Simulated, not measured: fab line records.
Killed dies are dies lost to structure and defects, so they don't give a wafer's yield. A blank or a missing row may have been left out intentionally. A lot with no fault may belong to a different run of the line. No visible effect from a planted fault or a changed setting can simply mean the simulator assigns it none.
fab line records    flow sky130
record lots=12  wafers=36  lastDay=50
route steps=708 shown METAL2@483 VIA2@530 METAL5@665 PAD_OPEN@708
lots untouched by any fault: they come from a run of this same line in which no faults occurred
startH: hours from the record's first day to the start of the lot's first wafer shown    waitH: how many hours have passed since the lot's step before this one    " unchanged from the row above    L1.1+2: several wafers, shown together as one row    - no value, or no start given    * or withheld: withheld    < > ~ a bound
route shown NAME@n: names a module that has steps shown in the file, with the first one's number in the route    usual: the fault-free wafers' mean and standard deviation    same: alike in all rows    chamber/n: place in a boat    sites: each site's reading    _std_site: the values' standard deviation    _edge_site: the outer-site mean with the inner-site mean subtracted    radiusMm: how far each site lies from the wafer's centre    mask NAME#n: copy n    behind: tool/chamber where the wafer was last shaped    hold: the reason the lot was held/the length of the hold in hours/how it ended    device: names the non-switching transistor (n, p or np)    end of line: at the end of the route, the tests of the same wafers    step lacking rows: just its recipe    killed: the dies lost at the first sort to structure and to defects; this is not the yield of the wafer    map: a wafer's dies, marking killed ones x, the rest . and places with no die _
set.NAME: setting as actually run; set.NAME@STEP: the setting as run at that earlier step    model.NAME: the simulator's own value behind a step, which no gauge read
the route's steps for a sample of lots (tables are steps, rows are wafers)
services: the hour from which a tool's chamber was out of use, counted from the record's first day as startH (under 0 if before that day), plus the number of hours and why
## steps
# step SKY_METAL2_SPUTTER_00
# recipe material=Ti  targetThkNm=15  powerW=3000  timeS=10  chamberPressurePa=0.4
# usual throttleValvePct=30.3/1.4
# same timeS=10
lot.wafer  tool           chamber  startH  waitH  throttleValvePct
L113.1     pvdSputter-03  -        783.04  0.1    27.6
L113.4     "              -        "       "      29.3
L113.6     "              -        "       "      29.5
L114.1     pvdSputter-02  -        786.59  0.1    31.8
L114.2     "              -        "       "      28.2
L114.5     "              -        "       "      31.5
L115.2     pvdSputter-02  -        805.87  0.2    31.1
L115.4     "              -        "       "      31.8
L115.5     "              -        "       "      28.8
L117.1     pvdSputter-04  -        820.40  0.1    31.5
L117.3     "              -        "       "      28.2
L117.5     "              -        "       "      31.7
L118.1     pvdSputter-04  -        828.77  0.2    28.5
L118.5     "              -        "       "      31.6
L118.6     "              -        "       "      29.4
L119.1     pvdSputter-02  -        837.92  0.1    31.6
L119.2     "              -        "       "      31.8
L119.4     "              -        "       "      31.7
L120.3     pvdSputter-03  -        843.40  0.2    29.2
L120.4     "              -        "       "      29.3
L120.5     "              -        "       "      27.4
L121.1     pvdSputter-02  -        845.02  0.2    28.5
L121.2     "              -        "       "      31.6
L121.4     "              -        "       "      31.8
L122.3     pvdSputter-02  -        865.14  0.2    31.7
L122.5     "              -        "       "      28.3
L122.6     "              -        "       "      31.6
L126.1     pvdSputter-02  -        885.70  0.2    31.5
L126.2     "              -        "       "      31.9
L126.3     "              -        "       "      32.0
L127.1     pvdSputter-02  -        893.31  0.2    31.7
L127.2     "              -        "       "      31.3
L127.3     "              -        "       "      31.4
L135.1     pvdSputter-02  -        960.94  0.2    31.6
L135.2     "              -        "       "      31.8
L135.3     "              -        "       "      31.2
# step SKY_METAL2_DESCUM_17
# recipe chemistry=O2  sourcePowerW=150  biasPowerW=0  pressureMtorr=10  tempC=40  timeS=8
# usual drypumpMotorCurrentA=5.7/0.52  oesProductAu=0.999/0.0076
# same timeS=8
lot.wafer  tool         chamber  startH  waitH  drypumpMotorCurrentA  oesProductAu  rfHoursCounterH
L113.1     rieMetal-02  1        809.79  0.0    5.9                   1.001         5
L113.4     "            0        "       "      5.8                   1.009         -
L113.6     "            0        "       "      5.8                   1.004         -
L114.1     rieMetal-04  0        813.34  0.0    6.6                   1.001         15
L114.2     "            1        "       "      5.9                   1.000         6
L114.5     "            1        "       "      5.9                   0.994         -
L115.2     rieMetal-04  1        832.64  0.0    5.9                   0.997         7
L115.4     "            0        "       "      6.6                   0.999         -
L115.5     "            1        "       "      5.9                   1.011         -
L117.1     rieMetal-02  1        847.84  0.0    6.0                   1.002         7
L117.3     "            1        "       "      5.9                   0.999         -
L117.5     "            0        "       "      5.7                   1.007         -
L118.1     rieMetal-03  1        855.64  0.0    5.5                   0.997         7
L118.5     "            1        "       "      5.4                   0.988         -
L118.6     "            0        "       "      4.9                   0.993         -
L119.1     rieMetal-02  0        863.99  0.0    5.8                   1.000         14
L119.2     "            1        "       "      5.9                   1.002         8
L119.4     "            1        "       "      5.9                   0.999         -
L120.3     rieMetal-03  1        870.15  0.0    5.4                   0.989         -
L120.4     "            0        "       "      4.9                   0.992         -
L120.5     "            0        "       "      4.9                   0.994         -
L121.1     rieMetal-04  1        871.09  0.0    5.8                   0.989         9
L121.2     "            0        "       "      6.7                   1.006         17
L121.4     "            0        "       "      6.7                   0.995         -
L122.3     rieMetal-04  1        891.30  0.0    5.8                   1.002         -
L122.5     "            1        "       "      5.9                   0.999         -
L122.6     "            0        "       "      6.7                   0.987         -
L126.1     rieMetal-03  0        912.49  0.0    4.9                   0.993         11
L126.2     "            1        "       "      5.4                   0.986         9
L126.3     "            0        "       "      4.9                   0.984         -
L127.1     rieMetal-02  0        918.93  0.0    5.8                   1.012         17
L127.2     "            1        "       "      5.9                   0.999         10
L127.3     "            0        "       "      5.8                   0.996         -
L135.1     rieMetal-03  1        984.98  0.0    5.4                   1.002         13
L135.2     "            0        "       "      4.9                   1.004         15
L135.3     "            0        "       "      4.9                   0.997         -
# step SKY_VIA2_THK_MEAS_23
# recipe thkMeasGauge=xrf  reads=W_of_VIA2_CVD_21
# usual VIA2_W_THK=435/6.9
lot.wafer  tool          chamber  startH   waitH  VIA2_W_THK[nm]
L113.1     filmMetro-02  -        839.43   0.1    439
L113.4     "             -        "        "      434
L113.6     "             -        "        "      431
L114.1     filmMetro-01  -        842.99   0.1    439
L114.2     "             -        "        "      429
L114.5     "             -        "        "      438
L115.2     filmMetro-01  -        862.27   0.1    435
L115.4     "             -        "        "      434
L115.5     "             -        "        "      436
L117.1     filmMetro-01  -        876.15   0.1    437
L117.3     "             -        "        "      432
L117.5     "             -        "        "      440
L118.1     filmMetro-01  -        884.14   0.1    430
L118.5     "             -        "        "      433
L118.6     "             -        "        "      424
L119.1     filmMetro-03  -        892.54   0.1    437
L119.2     "             -        "        "      439
L119.4     "             -        "        "      437
L120.3     filmMetro-03  -        899.13   0.1    443
L120.4     "             -        "        "      440
L120.5     "             -        "        "      442
L121.1     filmMetro-02  -        900.59   0.1    431
L121.2     "             -        "        "      434
L121.4     "             -        "        "      434
L122.3     filmMetro-02  -        918.81   0.1    429
L122.5     "             -        "        "      429
L122.6     "             -        "        "      426
L126.1     filmMetro-02  -        939.77   0.1    428
L126.2     "             -        "        "      434
L126.3     "             -        "        "      429
L127.1     filmMetro-03  -        945.81   0.1    436
L127.2     "             -        "        "      441
L127.3     "             -        "        "      438
L135.1     filmMetro-01  -        1010.85  0.1    444
L135.2     "             -        "        "      437
L135.3     "             -        "        "      433
# step SKY_METAL5_SPUTTER_04
# recipe material=TiN  targetThkNm=70  powerW=6500  timeS=58.3  chamberPressurePa=0.4
# usual throttleValvePct=30.0/1.4
# same timeS=58.3
lot.wafer  tool           chamber  startH   waitH  throttleValvePct
L113.1     pvdSputter-04  -        997.51   0.0    31.5
L113.4     "              -        "        "      29.5
L113.6     "              -        "        "      28.3
L114.1     pvdSputter-02  -        1001.14  0.0    31.8
L114.2     "              -        "        "      28.8
L114.5     "              -        "        "      31.0
L115.2     pvdSputter-04  -        1016.34  0.0    29.9
L115.4     "              -        "        "      29.3
L115.5     "              -        "        "      28.4
L117.1     pvdSputter-03  -        1029.35  0.0    29.8
L117.3     "              -        "        "      29.5
L117.5     "              -        "        "      29.5
L118.1     pvdSputter-02  -        1035.18  0.0    28.4
L118.5     "              -        "        "      31.4
L118.6     "              -        "        "      31.7
L119.1     pvdSputter-02  -        1041.66  0.0    31.6
L119.2     "              -        "        "      31.4
L119.4     "              -        "        "      28.6
L120.3     pvdSputter-03  -        1049.48  0.0    28.7
L120.4     "              -        "        "      29.5
L120.5     "              -        "        "      29.4
L121.1     pvdSputter-02  -        1050.40  0.0    31.6
L121.2     "              -        "        "      28.7
L121.4     "              -        "        "      28.5
L122.3     pvdSputter-02  -        1061.55  0.0    31.7
L122.5     "              -        "        "      28.3
L122.6     "              -        "        "      31.8
L126.1     pvdSputter-02  -        1083.87  0.0    31.6
L126.2     "              -        "        "      28.6
L126.3     "              -        "        "      31.9
L127.1     pvdSputter-02  -        1087.16  0.0    31.4
L127.2     "              -        "        "      28.3
L127.3     "              -        "        "      31.7
L135.1     pvdSputter-04  -        1149.07  0.0    31.9
L135.2     "              -        "        "      29.9
L135.3     "              -        "        "      28.5
# step SKY_PAD_OPEN_PROBE_99
# usual defectLimitedYield=82.8/1.7  killed_at_M0_to_M3=43/6.2  killed_at_M4_up=2.8/1.7  killedAtContacts=24/4.8  killedAtFrontEnd=15/4.3  killedAtOther=0.3/0.55  killedDies=85/8.4  killedOpen=46/6.7  killedShort=38/6.2  sort_bin_3_pad_short=0.9/0.46  sort_bin_5_function=10.2/1.3  sort_bin_6_memory=6.1/0.9  sortNPass=407/8.4  sortYieldPct=82.8/1.7
# same grossDies=492  killedAtBackSide=0  sort_bin_4_leakage[%]=0  sort_bin_8_speed[%]=0
lot.wafer  tool       chamber  startH   waitH  defectLimitedYield[%]  killed_at_M0_to_M3  killed_at_M4_up  killedAtContacts  killedAtFrontEnd  killedAtOther  killedDies  killedOpen  killedShort  sort_bin_3_pad_short[%]  sort_bin_5_function[%]  sort_bin_6_memory[%]  sortNPass  sortYieldPct[%]
L113.1     prober-01  -        1067.45  0.1    84.3                   44                  2                17                14                0              77          45          32           0.4                      9.3                     5.9                   415        84.3
L113.4     prober-01  -        1067.60  0.2    86.2                   27                  5                20                16                0              68          40          28           0.2                      8.3                     5.3                   424        86.2
L113.6     prober-01  -        1067.70  0.2    81.3                   46                  2                33                10                1              92          58          34           0.4                      12.6                    5.7                   400        81.3
L114.1     prober-02  -        1071.23  0.1    82.7                   49                  3                20                13                0              85          53          32           0.8                      11.8                    4.7                   407        82.7
L114.2     prober-02  -        1071.28  0.1    83.5                   40                  5                23                13                0              81          45          36           0.2                      9.8                     6.5                   411        83.5
L114.5     prober-02  -        1071.43  0.2    83.5                   51                  2                17                10                1              81          47          34           1.8                      9.1                     5.5                   411        83.5
L115.2     prober-01  -        1082.64  0.1    83.5                   38                  5                26                12                0              81          43          38           0.8                      10.0                    5.7                   411        83.5
L115.4     prober-01  -        1082.74  0.2    79.1                   50                  4                28                21                0              103         53          50           0.4                      13.2                    7.3                   389        79.1
L115.5     prober-01  -        1082.79  0.2    81.9                   42                  5                29                13                0              89          38          51           2.0                      10.4                    5.7                   403        81.9
L117.1     prober-01  -        1097.33  0.1    82.5                   33                  4                20                29                0              86          41          44           1.4                      10.4                    5.7                   406        82.5
L117.3     prober-01  -        1097.43  0.2    81.3                   46                  4                30                12                0              92          46          46           0.8                      12.6                    5.3                   400        81.3
L117.5     prober-01  -        1097.53  0.2    83.1                   42                  5                24                11                1              83          44          39           1.2                      10.2                    5.5                   409        83.1
L118.1     prober-02  -        1102.14  0.1    85.4                   41                  1                20                10                0              72          36          36           0.4                      9.1                     5.1                   420        85.4
L118.5     prober-02  -        1102.34  0.2    82.7                   46                  1                26                12                0              85          42          43           0.8                      11.6                    4.9                   407        82.7
L118.6     prober-02  -        1102.39  0.2    81.1                   54                  3                25                11                0              93          54          39           0.8                      12.4                    5.7                   399        81.1
L119.1     prober-01  -        1107.49  0.1    83.5                   41                  0                28                12                0              81          47          34           1.0                      9.1                     6.3                   411        83.5
L119.2     prober-01  -        1107.54  0.1    80.9                   47                  3                34                10                0              94          55          39           1.4                      12.2                    5.5                   398        80.9
L119.4     prober-01  -        1107.64  0.2    82.3                   54                  2                17                14                0              87          41          45           0.6                      9.1                     7.9                   405        82.3
L120.3     prober-02  -        1113.73  0.2    82.7                   42                  0                21                21                1              85          39          46           1.4                      9.3                     6.5                   407        82.7
L120.4     prober-02  -        1113.78  0.2    85.8                   33                  2                18                17                0              70          37          33           0.8                      7.9                     5.5                   422        85.8
L120.5     prober-02  -        1113.83  0.2    86.0                   34                  2                27                6                 0              69          40          28           0.2                      8.9                     4.9                   423        86.0
L121.1     prober-01  -        1116.57  0.1    82.3                   41                  3                23                20                0              87          51          36           0.8                      10.8                    6.1                   405        82.3
L121.2     prober-01  -        1116.62  0.1    81.1                   38                  3                26                26                0              93          57          36           0.8                      12.0                    6.1                   399        81.1
L121.4     prober-01  -        1116.72  0.2    80.3                   45                  3                31                18                0              97          63          34           1.0                      12.6                    6.1                   395        80.3
L122.3     prober-02  -        1125.51  0.2    80.1                   53                  0                29                15                1              98          64          34           1.0                      12.4                    6.5                   394        80.1
L122.5     prober-02  -        1125.61  0.2    84.1                   43                  1                23                11                0              78          47          31           0.4                      9.1                     6.3                   414        84.1
L122.6     prober-02  -        1125.66  0.2    82.1                   45                  2                27                13                1              88          48          40           0.8                      12.0                    5.1                   404        82.1
L126.1     prober-01  -        1145.28  0.1    76.0                   35                  40               20                23                0              118         42          36           1.8                      14.2                    7.9                   374        76.0
L126.2     prober-01  -        1145.33  0.1    74.4                   49                  41               23                13                0              126         54          33           1.6                      15.2                    8.7                   366        74.4
L126.3     prober-01  -        1145.38  0.2    77.4                   43                  39               20                9                 0              111         42          31           1.2                      15.9                    5.5                   381        77.4
L127.1     prober-01  -        1147.19  0.1    75.0                   32                  46               28                16                1              123         46          34           2.2                      16.1                    6.7                   369        75.0
L127.2     prober-01  -        1147.24  0.1    75.0                   45                  48               21                8                 1              123         43          36           1.8                      16.7                    6.5                   369        75.0
L127.3     prober-01  -        1147.29  0.2    76.6                   40                  37               23                15                0              115         44          36           2.0                      13.2                    8.1                   377        76.6
L135.1     prober-01  -        1202.80  0.1    81.3                   52                  5                21                14                0              92          48          44           1.0                      10.2                    7.5                   400        81.3
L135.2     prober-01  -        1202.85  0.1    84.3                   47                  1                16                13                0              77          40          37           0.6                      10.0                    5.1                   415        84.3
L135.3     prober-01  -        1202.90  0.2    80.3                   45                  4                26                22                0              97          55          42           1.2                      13.2                    5.3                   395        80.3
# killed by level:class
L113.1 VIA1:geometricParticle:open=12 CONTACT:geometricParticle:open=8 VIA3:geometricParticle:open=8 CONTACT:geometricParticle:short=6 VIA2:geometricParticle:open=6 VIA2:geometricParticle:short=5 FIELD_ISO:geometricParticle:short=3 FIELD_ISO:geometricParticle:open=3
L113.4 CONTACT:geometricParticle:open=7 VIA3:geometricParticle:open=6 VIA2:geometricParticle:open=6 LI_CONTACT:geometricParticle:open=5 VIA1:geometricParticle:open=5 FIELD_ISO:geometricParticle:short=4 POLY_GATE:geometricParticle:open=4 LOCAL_INTERCONNECT:geometricParticle:short=4
L113.6 VIA1:geometricParticle:open=20 CONTACT:geometricParticle:open=17 LI_CONTACT:geometricParticle:open=6 CONTACT:geometricParticle:short=5 LOCAL_INTERCONNECT:geometricParticle:short=5 VIA1:geometricParticle:short=4 METAL2:geometricParticle:short=4 VIA2:geometricParticle:open=4
L114.1 VIA1:geometricParticle:open=12 CONTACT:geometricParticle:open=11 VIA3:geometricParticle:open=11 FIELD_ISO:geometricParticle:short=6 VIA1:geometricParticle:short=5 LI_CONTACT:geometricParticle:open=4 VIA2:geometricParticle:short=4 VIA2:geometricParticle:open=4
L114.2 VIA1:geometricParticle:open=11 LI_CONTACT:geometricParticle:open=9 VIA1:geometricParticle:short=7 CONTACT:geometricParticle:open=6 FIELD_ISO:geometricParticle:short=5 VIA3:geometricParticle:open=5 POLY_GATE:geometricParticle:open=4 CONTACT:geometricParticle:short=4
L114.5 VIA2:geometricParticle:open=9 VIA1:geometricParticle:open=9 METAL2:geometricParticle:short=8 CONTACT:geometricParticle:open=7 VIA1:geometricParticle:short=5 VIA3:geometricParticle:open=5 FIELD_ISO:geometricParticle:short=3 FIELD_ISO:geometricParticle:open=3
L115.2 VIA1:geometricParticle:open=8 CONTACT:geometricParticle:open=7 LI_CONTACT:geometricParticle:open=7 VIA1:geometricParticle:short=7 VIA3:geometricParticle:open=4 LOCAL_INTERCONNECT:geometricParticle:short=4 METAL2:geometricParticle:short=4 FIELD_ISO:geometricParticle:open=3
L115.4 VIA1:geometricParticle:open=11 VIA3:geometricParticle:open=10 CONTACT:geometricParticle:open=7 METAL2:geometricParticle:short=7 FIELD_ISO:geometricParticle:open=6 CONTACT:geometricParticle:short=6 LI_CONTACT:geometricParticle:open=6 METAL1:geometricParticle:short=6
L115.5 VIA1:geometricParticle:open=11 FIELD_ISO:geometricParticle:short=8 CONTACT:geometricParticle:short=8 METAL1:geometricParticle:short=7 LI_CONTACT:geometricParticle:open=7 METAL2:geometricParticle:short=7 VIA2:geometricParticle:open=5 LOCAL_INTERCONNECT:geometricParticle:short=5
L117.1 FIELD_ISO:geometricParticle:short=12 POLY_GATE:geometricParticle:open=9 VIA1:geometricParticle:open=8 CONTACT:geometricParticle:open=6 VIA3:geometricParticle:open=6 METAL2:geometricParticle:short=5 LI_CONTACT:geometricParticle:open=5 CONTACT:geometricParticle:short=5
L117.3 CONTACT:geometricParticle:open=12 CONTACT:geometricParticle:short=10 VIA1:geometricParticle:open=10 FIELD_ISO:geometricParticle:open=7 METAL2:geometricParticle:short=7 VIA1:geometricParticle:short=6 METAL3:geometricParticle:short=4 VIA2:geometricParticle:open=4
L117.5 VIA1:geometricParticle:open=12 CONTACT:geometricParticle:open=8 METAL1:geometricParticle:short=6 VIA3:geometricParticle:open=6 LI_CONTACT:geometricParticle:open=5 LOCAL_INTERCONNECT:geometricParticle:short=5 CONTACT:geometricParticle:short=5 POLY_GATE:geometricParticle:open=4
L118.1 METAL2:geometricParticle:short=9 CONTACT:geometricParticle:open=8 VIA1:geometricParticle:open=8 LI_CONTACT:geometricParticle:open=5 POLY_GATE:geometricParticle:short=5 VIA1:geometricParticle:short=5 VIA3:geometricParticle:open=5 VIA2:geometricParticle:open=4
L118.5 VIA1:geometricParticle:open=13 METAL1:geometricParticle:short=10 CONTACT:geometricParticle:short=8 VIA2:geometricParticle:open=7 LI_CONTACT:geometricParticle:open=6 CONTACT:geometricParticle:open=6 FIELD_ISO:geometricParticle:short=5 METAL2:geometricParticle:short=5
L118.6 VIA1:geometricParticle:open=13 VIA2:geometricParticle:open=10 CONTACT:geometricParticle:open=10 METAL2:geometricParticle:short=8 LI_CONTACT:geometricParticle:open=7 POLY_GATE:geometricParticle:short=6 VIA3:geometricParticle:open=5 METAL1:geometricParticle:short=5
L119.1 VIA1:geometricParticle:open=12 VIA3:geometricParticle:open=12 CONTACT:geometricParticle:short=9 CONTACT:geometricParticle:open=9 METAL2:geometricParticle:short=6 LI_CONTACT:geometricParticle:open=4 FIELD_ISO:geometricParticle:short=3 LOCAL_INTERCONNECT:geometricParticle:short=3
L119.2 VIA1:geometricParticle:open=11 LI_CONTACT:geometricParticle:open=10 CONTACT:geometricParticle:open=8 VIA3:geometricParticle:open=8 VIA1:geometricParticle:short=5 LOCAL_INTERCONNECT:geometricParticle:short=5 CONTACT:geometricParticle:short=5 METAL1:geometricParticle:short=5
L119.4 VIA1:geometricParticle:open=11 VIA2:geometricParticle:open=10 METAL1:geometricParticle:short=6 CONTACT:geometricParticle:open=5 VIA1:geometricParticle:short=5 VIA3:geometricParticle:open=5 FIELD_ISO:geometricParticle:short=4 VIA3:geometricParticle:short=4
L120.3 VIA1:geometricParticle:open=9 METAL2:geometricParticle:short=7 VIA3:geometricParticle:open=7 FIELD_ISO:geometricParticle:short=6 METAL1:geometricParticle:short=6 LI_CONTACT:geometricParticle:short=5 POLY_GATE:geometricParticle:open=4 LI_CONTACT:geometricParticle:open=4
L120.4 VIA1:geometricParticle:open=11 FIELD_ISO:geometricParticle:short=5 METAL1:geometricParticle:short=5 FIELD_ISO:geometricParticle:open=4 POLY_GATE:geometricParticle:short=4 LI_CONTACT:geometricParticle:short=4 VIA2:geometricParticle:open=4 LOCAL_INTERCONNECT:geometricParticle:short=3
L120.5 VIA1:geometricParticle:open=11 CONTACT:geometricParticle:short=9 CONTACT:geometricParticle:open=9 LI_CONTACT:geometricParticle:open=6 METAL1:geometricParticle:short=6 METAL2:geometricParticle:short=4 METAL3:geometricParticle:open=3 VIA3:geometricParticle:open=3
L121.1 LI_CONTACT:geometricParticle:open=9 VIA1:geometricParticle:open=8 VIA3:geometricParticle:open=7 POLY_GATE:geometricParticle:open=7 CONTACT:geometricParticle:short=7 VIA2:geometricParticle:open=7 METAL1:geometricParticle:short=4 CONTACT:geometricParticle:open=4
L121.2 LI_CONTACT:geometricParticle:open=10 VIA1:geometricParticle:open=8 CONTACT:geometricParticle:open=8 FIELD_ISO:geometricParticle:open=7 VIA2:geometricParticle:open=7 POLY_GATE:geometricParticle:short=6 VIA3:geometricParticle:open=6 VIA3:geometricParticle:short=5
L121.4 CONTACT:geometricParticle:open=13 LI_CONTACT:geometricParticle:open=11 VIA2:geometricParticle:open=11 VIA1:geometricParticle:open=10 POLY_GATE:geometricParticle:open=7 VIA3:geometricParticle:open=6 VIA1:geometricParticle:short=5 FIELD_ISO:geometricParticle:short=4
L122.3 VIA1:geometricParticle:open=15 CONTACT:geometricParticle:open=12 LI_CONTACT:geometricParticle:open=10 FIELD_ISO:geometricParticle:open=8 METAL2:geometricParticle:short=7 VIA3:geometricParticle:open=6 VIA1:geometricParticle:short=6 CONTACT:geometricParticle:short=4
L122.5 VIA1:geometricParticle:open=11 CONTACT:geometricParticle:open=10 CONTACT:geometricParticle:short=5 VIA3:geometricParticle:open=5 POLY_GATE:geometricParticle:short=4 METAL2:geometricParticle:open=4 POLY_GATE:geometricParticle:open=3 LI_CONTACT:geometricParticle:short=3
L122.6 CONTACT:geometricParticle:open=11 VIA2:geometricParticle:open=7 LI_CONTACT:geometricParticle:open=6 VIA1:geometricParticle:open=6 METAL2:geometricParticle:short=6 VIA3:geometricParticle:open=6 FIELD_ISO:geometricParticle:short=5 CONTACT:geometricParticle:short=5
L126.1 METAL5:unspecified=40 VIA1:geometricParticle:open=11 FIELD_ISO:geometricParticle:open=10 FIELD_ISO:geometricParticle:short=6 CONTACT:geometricParticle:open=6 METAL1:geometricParticle:short=5 LI_CONTACT:geometricParticle:open=4 LOCAL_INTERCONNECT:geometricParticle:short=4
L126.2 METAL5:unspecified=38 VIA1:geometricParticle:open=15 CONTACT:geometricParticle:open=9 VIA2:geometricParticle:open=8 METAL2:geometricParticle:short=7 VIA3:geometricParticle:open=6 FIELD_ISO:geometricParticle:open=4 POLY_GATE:geometricParticle:open=4
L126.3 METAL5:unspecified=38 LI_CONTACT:geometricParticle:open=11 VIA1:geometricParticle:open=10 METAL2:geometricParticle:short=7 VIA1:geometricParticle:short=6 METAL1:geometricParticle:short=6 VIA3:geometricParticle:open=6 CONTACT:geometricParticle:open=5
L127.1 METAL5:unspecified=43 CONTACT:geometricParticle:open=11 LI_CONTACT:geometricParticle:open=7 VIA1:geometricParticle:open=7 VIA2:geometricParticle:open=5 FIELD_ISO:geometricParticle:short=4 LI_CONTACT:geometricParticle:short=4 VIA1:geometricParticle:short=4
L127.2 METAL5:unspecified=44 VIA1:geometricParticle:open=10 VIA2:geometricParticle:short=7 LI_CONTACT:geometricParticle:open=6 VIA3:geometricParticle:open=6 CONTACT:geometricParticle:open=5 VIA1:geometricParticle:short=5 METAL1:geometricParticle:short=4
L127.3 METAL5:unspecified=35 VIA1:geometricParticle:open=10 CONTACT:geometricParticle:open=7 LI_CONTACT:geometricParticle:open=6 FIELD_ISO:geometricParticle:short=5 VIA2:geometricParticle:open=5 VIA3:geometricParticle:open=5 METAL1:geometricParticle:short=4
L135.1 VIA1:geometricParticle:open=11 LI_CONTACT:geometricParticle:open=7 VIA2:geometricParticle:open=7 VIA3:geometricParticle:open=7 CONTACT:geometricParticle:open=6 VIA2:geometricParticle:short=6 METAL2:geometricParticle:short=6 CONTACT:geometricParticle:short=5
L135.2 VIA3:geometricParticle:open=9 VIA1:geometricParticle:open=7 CONTACT:geometricParticle:short=6 METAL1:geometricParticle:short=6 VIA2:geometricParticle:open=6 FIELD_ISO:geometricParticle:open=5 LI_CONTACT:geometricParticle:open=5 METAL2:geometricParticle:short=5
L135.3 CONTACT:geometricParticle:open=13 VIA1:geometricParticle:open=11 VIA1:geometricParticle:short=9 POLY_GATE:geometricParticle:short=7 POLY_GATE:geometricParticle:open=6 LI_CONTACT:geometricParticle:open=6 VIA3:geometricParticle:open=5 FIELD_ISO:geometricParticle:open=4
## services
tool           chamber  startH   hours  kind
rieMetal-02    -        762.19   4.3    pm
rieMetal-04    0        797.86   1.9    repair
pvdSputter-04  -        805.84   2.1    repair
rieMetal-03    -        826.90   15.6   pm
pvdSputter-04  -        846.54   6.6    repair
pvdSputter-02  -        866.25   1.1    repair
pvdSputter-02  0        877.44   -      consumableReplace:kit
pvdSputter-02  0        877.44   18.0   scheduledDown
pvdSputter-03  -        907.18   6.7    repair
rieMetal-04    -        936.96   0.4    repair
rieMetal-02    0        982.87   14.9   repair
pvdSputter-02  -        983.12   1.3    repair
pvdSputter-03  -        984.20   3.6    repair
pvdSputter-03  -        986.73   3.8    repair
rieMetal-04    -        1010.25  2.8    pm
rieMetal-04    -        1013.62  2.3    repair
rieMetal-02    1        1025.71  2.6    repair
rieMetal-02    -        1049.90  1.0    repair
pvdSputter-03  -        1055.11  9.2    repair
rieMetal-04    1        1066.14  4.3    repair
pvdSputter-03  -        1075.13  4.3    repair
rieMetal-04    1        1104.60  4.0    repair
rieMetal-03    -        1110.34  2.8    pm
pvdSputter-03  -        1135.95  2.3    repair
## key
firstSign step=SKY_PAD_OPEN_PROBE_99  reading=killed_at_M4_up  direction=up  sigmas=23  usual=2.8  struck=41.8
effect step=SKY_PAD_OPEN_PROBE_99  reading=defectLimitedYield  direction=down  sigmas=4.1  usual=82.8  struck=75.7
metAt SKY_METAL5_SPUTTER_04
struckLots L126,L127
notActingAt SKY_METAL2_SPUTTER_00,SKY_METAL2_DESCUM_17,SKY_VIA2_THK_MEAS_23
onsetBetween 1061.55 1083.87
fault kind=chamberParticleSource  tool=pvdSputter-02  chamber=-  onsetH=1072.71  steps=SKY_METAL5_SPUTTER_04  ratePerVisitCm2=0.43478  endH=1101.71
